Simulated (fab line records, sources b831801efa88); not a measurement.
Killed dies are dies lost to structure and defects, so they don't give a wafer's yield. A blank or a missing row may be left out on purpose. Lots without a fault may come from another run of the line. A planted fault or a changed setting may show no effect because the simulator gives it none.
fab line records | flow sky130
record lots=24 wafers=72 last_day=50
route steps=708 shown NWELL@34 LI_CONTACT@384 CONTACT@410 METAL1@437 VIA1@482
lots that met no fault: from a run of the same line without faults
start_h: hours from the record's first day to the start of the lot's first wafer shown | wait_h: hours since the lot's step before | " the same as in the row above | L1.1+2: a row that stands for several wafers | - no value, or no start given | * or withheld: withheld | < > ~ a bound
route shown NAME@n: a module of which the file shows steps, and the number in the route of the first | usual: mean/standard deviation of fault-free wafers | same: alike in all rows | chamber/n: place in a boat | sites: the reading at each site | _std_site: their standard deviation | _edge_site: outer sites' mean less inner sites' | radius_mm: how far each site lies from the wafer's centre | mask NAME#n: copy n | behind: the tool/chamber that last shaped the wafer | hold: why the lot was held/for how many hours/how that ended | device: the transistor (n, p or np) that didn't switch | end of line: the same wafers' tests at the end of the route | a step without rows: its recipe alone | killed: dies lost to structure and defects at the first sort, not the wafer's yield | map: a wafer's dies, x killed, . not, _ none there
set.NAME: the setting as run; set.NAME@STEP: as run at that earlier step | model.NAME: the simulator's own value behind a step, which no gauge read
steps of the route over a sample of lots; a table a step, a row a wafer
services: from which hour (start_h, from the record's first day; less than 0 if before it) a tool's chamber was out of use, for how many hours, and why
## steps
# step SKY_NWELL_THK_MEAS_02
# recipe reads=SiO2_of_NWELL_OXIDATION_01
# usual NWELL_OXIDATION_THK=9.88/0.17
# columns lot.wafer tool chamber start_h wait_h NWELL_OXIDATION_THK[nm]
L074.1 film_metro-01 - 43.55 0.0 10.01
L074.5 " - " " 9.90
L074.6 " - " " 9.75
L076.1 film_metro-01 - 57.58 0.0 9.87
L076.2 " - " " 10.06
L076.6 " - " " 9.87
L075.2 film_metro-03 - 57.59 0.0 9.75
L075.4 " - " " 9.79
L075.5 " - " " 9.67
L077.4 film_metro-04 - 57.61 0.0 9.75
L077.5 " - " " 9.80
L077.6 " - " " 9.79
L079.1 film_metro-01 - 69.72 0.0 9.80
L079.5 " - " " 9.80
L079.6 " - " " 10.02
L078.2 film_metro-03 - 69.73 0.0 9.92
L078.4 " - " " 9.90
L078.5 " - " " 9.98
L080.1 film_metro-04 - 71.09 0.0 9.82
L080.5 " - " " 10.07
L080.6 " - " " 9.90
L082.1 film_metro-03 - 76.38 0.0 9.69
L082.2 " - " " 9.87
L082.4 " - " " 9.88
L081.3 film_metro-01 - 76.40 0.0 9.54
L081.4 " - " " 9.69
L081.6 " - " " 9.52
L084.1 film_metro-04 - 87.11 0.0 10.18
L084.5 " - " " 10.20
L084.6 " - " " 10.05
L083.2 film_metro-03 - 87.12 0.0 10.19
L083.4 " - " " 10.12
L083.6 " - " " 10.00
L085.2 film_metro-04 - 95.03 0.0 9.79
L085.4 " - " " 9.70
L085.5 " - " " 9.81
L086.2 film_metro-04 - 99.08 0.0 10.06
L086.3 " - " " 10.00
L086.6 " - " " 9.95
L087.2 film_metro-04 - 102.03 0.0 9.98
L087.3 " - " " 9.90
L087.6 " - " " 9.91
L088.1 film_metro-03 - 113.41 0.0 10.28
L088.2 " - " " 10.10
L088.3 " - " " 10.16
L089.1 film_metro-03 - 118.90 0.0 9.65
L089.5 " - " " 9.81
L089.6 " - " " 9.64
L090.1 film_metro-01 - 122.93 0.0 9.54
L090.3 " - " " 9.66
L090.6 " - " " 9.54
L091.3 film_metro-03 - 130.39 0.0 9.59
L091.5 " - " " 9.71
L091.6 " - " " 9.87
L092.2 film_metro-01 - 131.29 0.0 9.81
L092.5 " - " " 9.98
L092.6 " - " " 9.90
L093.1 film_metro-03 - 137.71 0.0 9.96
L093.2 " - " " 10.03
L093.4 " - " " 9.97
L094.1 film_metro-04 - 142.62 0.0 10.00
L094.4 " - " " 9.89
L094.5 " - " " 9.73
L095.1 film_metro-04 - 144.92 0.0 9.99
L095.5 " - " " 9.95
L095.6 " - " " 9.84
L096.2 film_metro-03 - 150.49 0.0 9.94
L096.4 " - " " 9.77
L096.5 " - " " 9.87
L097.3 film_metro-04 - 156.15 0.0 10.05
L097.4 " - " " 10.06
L097.5 " - " " 10.10
# step SKY_LI_CONTACT_RS_MEAS_22
# recipe thk_meas_gauge=four-point-probe reads=W_of_LI_CONTACT_CVD_21+TiN_of_LI_CONTACT_SPUTTER_20+Ti_of_LI_CONTACT_SPUTTER_19
# usual LI_CONTACT_W_RS=0.283/0.0047
# columns lot.wafer tool chamber start_h wait_h LI_CONTACT_W_RS[ohm/sq]
L074.1 film_metro-04 - 689.66 0.1 0.275
L074.5 " - " " 0.275
L074.6 " - " " 0.280
L075.2 film_metro-04 - 709.96 0.1 0.285
L075.4 " - " " 0.287
L075.5 " - " " 0.286
L077.4 film_metro-03 - 712.20 0.1 0.287
L077.5 " - " " 0.287
L077.6 " - " " 0.287
L076.1 film_metro-04 - 714.76 0.1 0.276
L076.2 " - " " 0.283
L076.6 " - " " 0.274
L079.1 film_metro-03 - 728.49 0.1 0.286
L079.5 " - " " 0.275
L079.6 " - " " 0.287
L080.1 film_metro-03 - 731.17 0.1 0.288
L080.5 " - " " 0.286
L080.6 " - " " 0.287
L078.2 film_metro-04 - 735.32 0.1 0.285
L078.4 " - " " 0.287
L078.5 " - " " 0.277
L081.3 film_metro-04 - 740.92 0.1 0.281
L081.4 " - " " 0.274
L081.6 " - " " 0.283
L082.1 film_metro-04 - 744.51 0.1 0.282
L082.2 " - " " 0.273
L082.4 " - " " 0.284
L083.2 film_metro-04 - 761.30 0.1 0.277
L083.4 " - " " 0.280
L083.6 " - " " 0.284
L084.1 film_metro-02 - 768.78 0.1 0.288
L084.5 " - " " 0.285
L084.6 " - " " 0.287
L085.2 film_metro-04 - 776.53 0.1 0.283
L085.4 " - " " 0.286
L085.5 " - " " 0.289
L087.2 film_metro-04 - 778.76 0.1 0.289
L087.3 " - " " 0.284
L087.6 " - " " 0.286
L086.2 film_metro-03 - 779.69 0.1 0.283
L086.3 " - " " 0.282
L086.6 " - " " 0.286
L088.1 film_metro-03 - 798.65 0.1 0.284
L088.2 " - " " 0.281
L088.3 " - " " 0.284
L089.1 film_metro-03 - 803.49 0.1 0.287
L089.5 " - " " 0.284
L089.6 " - " " 0.275
L090.1 film_metro-03 - 814.37 0.1 0.272
L090.3 " - " " 0.284
L090.6 " - " " 0.279
L091.3 film_metro-03 - 815.21 0.1 0.282
L091.5 " - " " 0.283
L091.6 " - " " 0.281
L092.2 film_metro-03 - 826.23 0.1 0.285
L092.5 " - " " 0.282
L092.6 " - " " 0.285
L093.1 film_metro-04 - 829.52 0.1 0.292
L093.2 " - " " 0.286
L093.4 " - " " 0.289
L094.1 film_metro-02 - 837.06 0.1 0.275
L094.4 " - " " 0.284
L094.5 " - " " 0.279
L095.1 film_metro-03 - 839.72 0.1 0.274
L095.5 " - " " 0.284
L095.6 " - " " 0.275
L096.2 film_metro-04 - 852.09 0.1 0.283
L096.4 " - " " 0.285
L096.5 " - " " 0.287
L097.3 film_metro-04 - 855.66 0.1 0.284
L097.4 " - " " 0.284
L097.5 " - " " 0.287
# step SKY_CONTACT_CMP_04
# recipe material=SiO2 down_force_psi=4 platen_rpm=60 pad_velocity_m_s=0.94248
# usual edge_zone_pressure_frac=1.001/0.005 motor_current_A=12.3/0.9 time_to_endpoint_s=82/3.6
# columns lot.wafer tool chamber start_h wait_h edge_zone_pressure_frac motor_current_A time_to_endpoint_s
L074.1 cmp-01 3 719.76 0.1 1.000 12.3 79
L074.6 " 1 " " 1.002 11.4 85
L074.5 " 2 " " 1.002 12.5 78
L075.4 cmp-01 0 739.04 0.0 1.006 12.0 83
L075.2 " 1 " " 1.002 11.5 85
L075.5 " 0 " " 1.004 11.6 82
L077.4 cmp-01 1 741.31 0.1 1.002 11.8 82
L077.6 " 0 " " 1.000 11.7 82
L077.5 " 1 " " 0.999 12.0 79
L076.1 cmp-01 3 744.20 0.1 1.005 11.9 82
L076.2 " 2 " " 1.003 12.6 83
L076.6 " 3 " " 1.002 12.0 82
L079.1 cmp-02 2 758.30 0.1 0.995 13.7 80
L079.5 " 0 " " 1.006 11.4 77
L079.6 " 1 " " 1.004 11.4 78
L080.1 cmp-02 3 760.64 0.1 1.005 13.5 87
L080.6 " 3 " " 1.003 14.1 89
L080.5 " 0 " " 1.010 11.2 81
L078.2 cmp-02 0 764.39 0.0 1.001 11.4 77
L078.4 " 2 " " 1.000 13.7 80
L078.5 " 1 " " 1.009 11.6 81
L081.3 cmp-01 1 769.96 0.2 1.003 11.1 78
L081.4 " 3 " " 1.006 12.8 77
L081.6 " 2 " " 1.014 11.6 83
L082.1 cmp-01 0 773.86 0.1 1.002 11.9 76
L082.4 " 1 " " 1.004 11.6 76
L082.2 " 2 " " 0.995 12.3 78
L083.4 cmp-01 2 789.69 0.0 1.000 12.8 83
L083.2 " 0 " " 1.014 12.7 83
L083.6 " 3 " " 0.997 11.6 86
L084.1 cmp-02 0 796.98 0.1 0.996 11.4 83
L084.6 " 3 " " 0.994 14.0 83
L084.5 " 0 " " 0.998 11.4 78
L085.2 cmp-01 2 805.44 0.1 0.998 12.7 81
L085.4 " 0 " " 0.992 12.0 76
L085.5 " 2 " " 1.002 12.8 79
L087.3 cmp-02 3 806.63 0.0 1.002 14.0 82
L087.2 " 1 " " 1.001 12.0 82
L087.6 " 3 " " 1.004 13.8 80
L086.2 cmp-01 0 807.87 0.0 1.003 12.5 84
L086.3 " 1 " " 0.994 11.0 81
L086.6 " 0 " " 1.000 11.8 77
L088.3 cmp-02 0 826.81 0.0 0.999 11.6 81
L088.1 " 1 " " 0.995 11.8 82
L088.2 " 3 " " 1.006 13.5 85
L089.1 cmp-01 2 831.23 0.2 0.991 12.9 77
L089.5 " 3 " " 1.001 12.0 77
L089.6 " 0 " " 1.000 11.7 76
L090.1 cmp-02 2 842.25 0.1 1.007 13.8 80
L090.3 " 0 " " 0.995 11.4 85
L090.6 " 3 " " 1.002 12.6 83
L091.3 cmp-01 1 842.52 0.1 1.011 11.7 78
L091.5 " 0 " " 1.005 12.7 81
L091.6 " 1 " " 1.002 12.0 81
L092.2 cmp-02 2 855.07 0.8 1.001 13.6 83
L092.5 " 1 " " 1.001 12.1 87
L092.6 " 2 " " 0.999 12.9 82
L093.4 cmp-01 2 858.22 0.0 0.998 12.2 82
L093.2 " 0 " " 1.002 11.8 80
L093.1 " 1 " " 0.998 11.5 80
L094.4 cmp-02 3 864.82 0.1 0.999 12.9 83
L094.1 " 0 " " 0.998 11.6 86
L094.5 " 2 " " 1.004 14.8 83
L095.1 cmp-02 0 867.35 0.2 1.000 10.8 84
L095.6 " 1 " " 1.004 11.4 88
L095.5 " 2 " " 1.001 13.3 86
L096.2 cmp-02 0 879.93 0.0 1.004 11.7 85
L096.4 " 1 " " 1.005 11.8 87
L096.5 " 0 " " 1.000 11.8 82
L097.4 cmp-01 0 884.01 0.0 0.997 11.9 79
L097.3 " 3 " " 0.994 12.4 81
L097.5 " 0 " " 0.994 11.9 77
# step SKY_CONTACT_STRIP_19
# recipe chemistry=O2/N2 power_w=1400 pressure_mtorr=1500 platen_temp_c=withheld o2_flow_sccm=3000 n2_flow_sccm=300 overash_fraction=0.5
# usual drypump_motor_current_A=5.5/0.51 oes_product_au=0.381/0.0046 strip_time_to_endpoint_s=3.627/0.026
# columns lot.wafer tool chamber start_h wait_h drypump_motor_current_A oes_product_au rf_hours_counter_h strip_time_to_endpoint_s
L074.1 plasma_asher-01 1 748.02 - 6.1 0.379 0 3.675
L074.5 " 0 " " 6.3 0.384 - 3.656
L074.6 " 1 " " 6.1 0.380 - 3.651
L075.2 plasma_asher-02 0 766.77 - 5.4 0.383 92 3.630
L075.4 " 0 " " 5.5 0.380 - 3.615
L075.5 " 0 " " 5.5 0.380 - 3.651
L077.4 plasma_asher-01 0 768.76 - 6.3 0.377 - 3.647
L077.5 " 1 " " 6.1 0.388 - 3.651
L077.6 " 0 " " 6.3 0.379 - 3.659
L076.1 plasma_asher-02 0 771.76 - 5.4 0.377 93 3.623
L076.2 " 1 " " 4.8 0.377 93 3.562
L076.6 " 0 " " 5.4 0.380 - 3.601
L079.1 plasma_asher-02 1 784.86 - 4.8 0.385 94 3.621
L079.5 " 0 " " 5.5 0.382 - 3.633
L079.6 " 1 " " 4.8 0.384 - 3.639
L080.1 plasma_asher-04 0 788.16 - 5.4 0.384 37 3.628
L080.5 " 1 " " 5.8 0.385 - 3.657
L080.6 " 0 " " 5.4 0.381 - 3.663
L078.2 plasma_asher-04 0 791.22 - 5.4 0.385 37 3.637
L078.4 " 1 " " 5.8 0.380 - 3.641
L078.5 " 1 " " 5.8 0.388 - 3.613
L081.3 plasma_asher-04 0 796.91 - 5.4 0.383 - 3.612
L081.4 " 1 " " 5.8 0.381 - 3.612
L081.6 " 1 " " 5.8 0.382 - 3.601
L082.1 plasma_asher-02 1 802.02 - 4.8 0.374 96 3.624
L082.2 " 0 " " 5.4 0.384 96 3.608
L082.4 " 1 " " 4.8 0.382 - 3.628
L083.2 plasma_asher-02 0 816.97 - 5.4 0.385 98 3.677
L083.4 " 0 " " 5.5 0.385 - 3.643
L083.6 " 0 " " 5.4 0.380 - 3.638
L084.1 plasma_asher-02 1 823.12 - 4.8 0.388 99 3.620
L084.5 " 0 " " 5.4 0.388 - 3.632
L084.6 " 1 " " 4.8 0.383 - 3.622
L085.2 plasma_asher-04 0 831.57 - 5.4 0.390 42 3.651
L085.4 " 0 " " 5.4 0.382 - 3.659
L085.5 " 0 " " 5.4 0.373 - 3.604
L087.2 plasma_asher-04 0 833.57 - 5.4 0.378 42 3.681
L087.3 " 1 " " 5.8 0.385 - 3.674
L087.6 " 0 " " 5.4 0.374 - 3.677
L086.2 plasma_asher-04 1 834.87 - 5.8 0.379 42 3.651
L086.3 " 0 " " 5.4 0.384 - 3.627
L086.6 " 0 " " 5.4 0.379 - 3.623
L088.1 plasma_asher-02 0 853.47 - 5.4 0.386 102 3.662
L088.2 " 1 " " 4.8 0.381 102 3.650
L088.3 " 0 " " 5.5 0.381 - 3.662
L089.1 plasma_asher-04 0 858.62 - 5.4 0.383 45 3.617
L089.5 " 0 " " 5.4 0.373 - 3.623
L089.6 " 1 " " 5.8 0.374 - 3.612
L090.1 plasma_asher-01 1 868.82 - 6.1 0.385 8 3.633
L090.3 " 1 " " 6.1 0.378 - 3.642
L090.6 " 0 " " 6.3 0.381 - 3.602
L091.3 plasma_asher-02 1 869.21 - 4.7 0.366 - 3.595
L091.5 " 0 " " 5.4 0.380 - 3.586
L091.6 " 1 " " 4.7 0.376 - 3.605
L092.2 plasma_asher-01 0 881.77 - 6.3 0.380 9 3.607
L092.5 " 0 " " 6.3 0.382 - 3.586
L092.6 " 1 " " 6.1 0.387 - 3.590
L093.1 plasma_asher-01 0 885.02 - 6.3 0.384 9 3.584
L093.2 " 1 " " 6.1 0.380 9 3.607
L093.4 " 1 " " 6.1 0.379 - 3.631
L094.1 plasma_asher-02 0 891.12 - 5.5 0.377 106 3.600
L094.4 " 0 " " 5.4 0.378 - 3.617
L094.5 " 0 " " 5.4 0.380 - 3.634
L095.1 plasma_asher-02 0 893.22 - 5.5 0.379 106 3.666
L095.5 " 0 " " 5.4 0.383 - 3.675
L095.6 " 1 " " 4.8 0.378 - 3.684
L096.2 plasma_asher-02 1 905.27 - 4.7 0.383 107 3.586
L096.4 " 0 " " 5.4 0.377 - 3.606
L096.5 " 0 " " 5.4 0.381 - 3.593
L097.3 plasma_asher-02 0 909.95 - 5.4 0.379 - 3.638
L097.4 " 1 " " 4.8 0.380 - 3.612
L097.5 " 0 " " 5.4 0.382 - 3.672
# step SKY_METAL1_SPUTTER_03
# recipe material=Ti target_thk_nm=5 power_w=3000 time_s=3.3 chamber_pressure_pa=0.4
# usual chamber_pressure_pa=0.4000/0.0009 throttle_valve_pct=29.7/1
# same time_s=3.3
# columns lot.wafer tool chamber start_h wait_h chamber_pressure_pa throttle_valve_pct
L074.1 pvd_sputter-03 - 749.33 0.0 0.3993 30.2
L074.5 " - " " 0.3995 27.6
L074.6 " - " " 0.4015 29.9
L075.2 pvd_sputter-01 - 768.12 0.0 0.4001 31.5
L075.4 " - " " 0.3997 28.6
L075.5 " - " " 0.3995 29.9
L077.4 pvd_sputter-02 - 770.15 0.0 0.4011 29.8
L077.5 " - " " 0.4005 30.0
L077.6 " - " " 0.4000 31.1
L076.1 pvd_sputter-03 - 773.08 0.0 0.3993 27.6
L076.2 " - " " 0.3982 30.2
L076.6 " - " " 0.4008 28.0
L079.1 pvd_sputter-02 - 786.18 0.0 0.4019 30.8
L079.5 " - " " 0.3993 29.6
L079.6 " - " " 0.3991 28.6
L080.1 pvd_sputter-01 - 789.48 0.0 0.4003 31.6
L080.5 " - " " 0.4007 30.5
L080.6 " - " " 0.4004 28.7
L078.2 pvd_sputter-02 - 792.64 0.0 0.3998 29.8
L078.4 " - " " 0.4011 28.8
L078.5 " - " " 0.3998 29.7
L081.3 pvd_sputter-01 - 798.55 0.0 0.4008 28.7
L081.4 " - " " 0.4007 30.3
L081.6 " - " " 0.4010 28.7
L082.1 pvd_sputter-01 - 803.37 0.0 0.4019 30.5
L082.2 " - " " 0.4006 28.4
L082.4 " - " " 0.4005 30.7
L083.2 pvd_sputter-03 - 818.32 0.0 0.3996 29.7
L083.4 " - " " 0.3999 29.8
L083.6 " - " " 0.4011 27.7
L084.1 pvd_sputter-03 - 824.47 0.0 0.3994 27.7
L084.5 " - " " 0.3993 27.7
L084.6 " - " " 0.3997 30.0
L085.2 pvd_sputter-01 - 832.92 0.0 0.3996 30.5
L085.4 " - " " 0.4002 28.9
L085.5 " - " " 0.3991 29.9
L087.2 pvd_sputter-01 - 834.89 0.0 0.4006 29.9
L087.3 " - " " 0.4013 30.7
L087.6 " - " " 0.3990 30.3
L086.2 pvd_sputter-03 - 836.20 0.0 0.3996 30.0
L086.3 " - " " 0.3998 29.9
L086.6 " - " " 0.3996 27.6
L088.1 pvd_sputter-01 - 855.69 0.0 0.3982 30.0
L088.2 " - " " 0.4003 28.5
L088.3 " - " " 0.4019 31.4
L089.1 pvd_sputter-03 - 859.94 0.0 0.4005 27.7
L089.5 " - " " 0.3996 29.8
L089.6 " - " " 0.4007 27.9
L090.1 pvd_sputter-03 - 870.17 0.0 0.4003 30.0
L090.3 " - " " 0.3992 29.8
L090.6 " - " " 0.4001 30.0
L091.3 pvd_sputter-01 - 870.50 0.0 0.4003 28.7
L091.5 " - " " 0.3997 30.2
L091.6 " - " " 0.4004 29.6
L092.2 pvd_sputter-03 - 883.13 0.0 0.4016 30.0
L092.5 " - " " 0.4015 29.7
L092.6 " - " " 0.3988 29.7
L093.1 pvd_sputter-01 - 886.34 0.0 0.4012 30.3
L093.2 " - " " 0.3987 31.2
L093.4 " - " " 0.4001 29.7
L094.1 pvd_sputter-01 - 892.46 0.0 0.4006 30.5
L094.4 " - " " 0.4007 31.4
L094.5 " - " " 0.4015 30.6
L095.1 pvd_sputter-02 - 894.54 0.0 0.3998 28.7
L095.5 " - " " 0.4014 30.9
L095.6 " - " " 0.4012 28.6
L096.2 pvd_sputter-01 - 906.62 0.0 0.3990 29.8
L096.4 " - " " 0.3989 31.4
L096.5 " - " " 0.4002 30.5
L097.3 pvd_sputter-02 - 911.24 0.0 0.4001 30.9
L097.4 " - " " 0.3988 30.0
L097.5 " - " " 0.3999 30.1
# step SKY_VIA1_CMP_24
# recipe stop_on=SiO2 t_overpolish_s=15 down_force_psi=3.5 platen_rpm=60 target_thk_nm=0 pad_velocity_m_s=0.94248
# usual edge_zone_pressure_frac=1.000/0.0052 motor_current_A=11.3/0.81 overpolish_run_s=15.000/0.0087 time_to_endpoint_s=64.4/2.9
# columns lot.wafer tool chamber start_h wait_h edge_zone_pressure_frac motor_current_A overpolish_run_s time_to_endpoint_s
L074.1 cmp-02 3 805.69 0.1 0.996 12.6 15.024 66.7
L074.5 " 1 " " 1.004 10.6 15.008 66.5
L074.6 " 2 " " 0.989 12.7 14.988 63.7
L075.4 cmp-02 3 823.89 0.1 1.004 12.3 15.008 68.4
L075.2 " 0 " " 1.004 10.3 14.998 66.7
L075.5 " 3 " " 0.998 12.9 15.019 70.1
L077.4 cmp-01 3 826.05 0.1 1.002 11.1 14.999 62.5
L077.5 " 2 " " 1.005 11.0 14.991 68.7
L077.6 " 3 " " 1.000 10.7 15.002 65.4
L076.2 cmp-02 2 829.23 0.1 0.994 12.2 15.005 63.8
L076.1 " 3 " " 0.998 12.2 15.007 66.1
L076.6 " 2 " " 0.994 11.7 14.990 65.4
L079.1 cmp-01 3 841.60 0.1 0.996 10.9 15.011 63.9
L079.5 " 1 " " 1.002 10.7 15.001 65.9
L079.6 " 2 " " 1.007 11.1 15.004 66.1
L080.1 cmp-01 0 845.44 0.1 0.999 10.6 15.014 63.1
L080.5 " 3 " " 0.998 11.1 15.005 59.3
L080.6 " 0 " " 0.997 11.4 15.003 62.6
L078.2 cmp-01 1 848.44 0.0 0.999 10.7 15.023 67.2
L078.4 " 3 " " 1.007 10.9 14.992 69.4
L078.5 " 2 " " 1.010 11.7 15.011 67.3
L081.4 cmp-02 0 853.80 0.1 1.001 10.2 15.004 60.6
L081.3 " 1 " " 0.996 10.4 15.005 66.3
L081.6 " 2 " " 1.001 11.8 14.986 64.4
L082.4 cmp-02 0 858.43 0.0 0.998 10.7 14.997 66.2
L082.1 " 1 " " 0.995 11.2 14.997 66.6
L082.2 " 3 " " 0.998 12.7 14.999 70.2
L083.2 cmp-02 2 874.34 0.1 1.001 13.1 15.014 63.6
L083.4 " 3 " " 0.991 12.7 14.978 67.2
L083.6 " 1 " " 0.999 11.2 14.987 67.9
L084.1 cmp-01 2 879.81 0.2 1.002 11.8 15.000 67.9
L084.5 " 3 " " 0.996 11.3 14.999 66.0
L084.6 " 0 " " 1.003 10.7 15.010 63.5
L085.4 cmp-01 2 888.61 0.1 1.000 11.4 14.998 63.8
L085.2 " 3 " " 0.994 10.7 15.005 63.5
L085.5 " 1 " " 1.003 10.9 15.012 59.8
L087.3 cmp-01 2 889.50 0.0 1.013 11.6 15.003 68.8
L087.2 " 0 " " 0.993 10.8 15.004 65.2
L087.6 " 2 " " 0.998 10.7 15.005 66.5
L086.2 cmp-01 3 891.38 0.1 1.000 11.2 14.994 65.2
L086.3 " 0 " " 0.998 11.1 15.007 64.2
L086.6 " 2 " " 0.996 11.5 14.993 65.5
L088.2 cmp-02 0 910.33 0.1 1.003 10.8 14.999 65.1
L088.1 " 1 " " 1.005 10.6 15.012 63.9
L088.3 " 2 " " 1.003 12.6 14.998 64.4
L089.1 cmp-02 1 913.63 0.1 1.001 11.1 14.987 63.9
L089.5 " 1 " " 1.001 10.5 14.998 61.2
L089.6 " 2 " " 0.998 12.7 15.000 63.6
L090.1 cmp-01 0 923.22 0.1 1.000 11.3 14.993 64.8
L090.3 " 2 " " 0.994 11.3 15.003 63.9
L090.6 " 3 " " 0.997 11.1 15.002 64.6
L091.3 cmp-02 3 924.39 0.1 1.001 12.2 15.001 65.6
L091.6 " 2 " " 0.999 12.3 15.007 64.3
L091.5 " 3 " " 0.998 13.2 14.994 69.3
L092.2 cmp-02 1 936.63 0.0 1.000 10.8 15.004 64.5
L092.5 " 1 " " 0.999 11.0 14.997 65.9
L092.6 " 2 " " 1.000 12.9 14.993 68.0
L093.1 cmp-01 1 939.65 0.1 0.988 10.4 15.013 58.7
L093.4 " 2 " " 1.000 10.7 15.005 61.5
L093.2 " 0 " " 0.999 10.9 14.996 63.1
L094.1 cmp-02 0 944.81 0.1 1.002 10.4 14.994 65.5
L094.4 " 2 " " 1.008 12.3 14.991 64.9
L094.5 " 0 " " 1.000 10.5 15.009 65.3
L095.1 cmp-01 0 947.04 0.2 0.993 10.9 14.990 60.9
L095.6 " 1 " " 1.007 11.2 15.004 58.7
L095.5 " 2 " " 1.001 11.6 14.989 60.8
L096.2 cmp-02 2 958.54 0.0 1.000 12.3 14.991 59.5
L096.4 " 3 " " 0.999 12.1 15.015 59.5
L096.5 " 3 " " 1.004 12.3 15.006 59.1
L097.4 cmp-02 1 963.54 0.4 1.003 11.1 14.988 59.8
L097.3 " 2 " " 0.998 12.1 15.002 61.2
L097.5 " 0 " " 1.000 10.8 14.995 59.3
## services
# columns tool chamber start_h hours kind
cmp-02 - 707.06 2.0 repair
pvd_sputter-03 - 715.85 5.4 repair
plasma_asher-02 - 717.55 2.3 repair
cmp-02 - 729.94 3.3 repair
plasma_asher-01 - 733.75 9.0 pm
cmp-02 - 744.00 4.0 pm
cmp-01 - 753.50 1.7 repair
plasma_asher-01 - 771.67 46.2 repair
cmp-02 - 782.34 1.4 repair
cmp-01 - 783.59 2.2 repair
cmp-01 - 785.07 1.1 repair
plasma_asher-01 - 785.17 2.0 repair
pvd_sputter-01 - 788.58 0.5 repair
pvd_sputter-01 - 830.83 1.4 repair
pvd_sputter-03 - 845.76 13.7 repair
cmp-01 - 853.73 3.5 repair
cmp-01 - 866.12 0.4 repair
cmp-02 - 875.91 3.8 pm
cmp-01 - 912.00 4.0 pm
cmp-01 - 933.14 1.4 repair
cmp-01 - 937.93 0.3 repair
pvd_sputter-03 - 939.44 8.1 repair
plasma_asher-02 - 952.72 1.2 repair
cmp-01 - 960.85 6.0 pm
## key
fault none
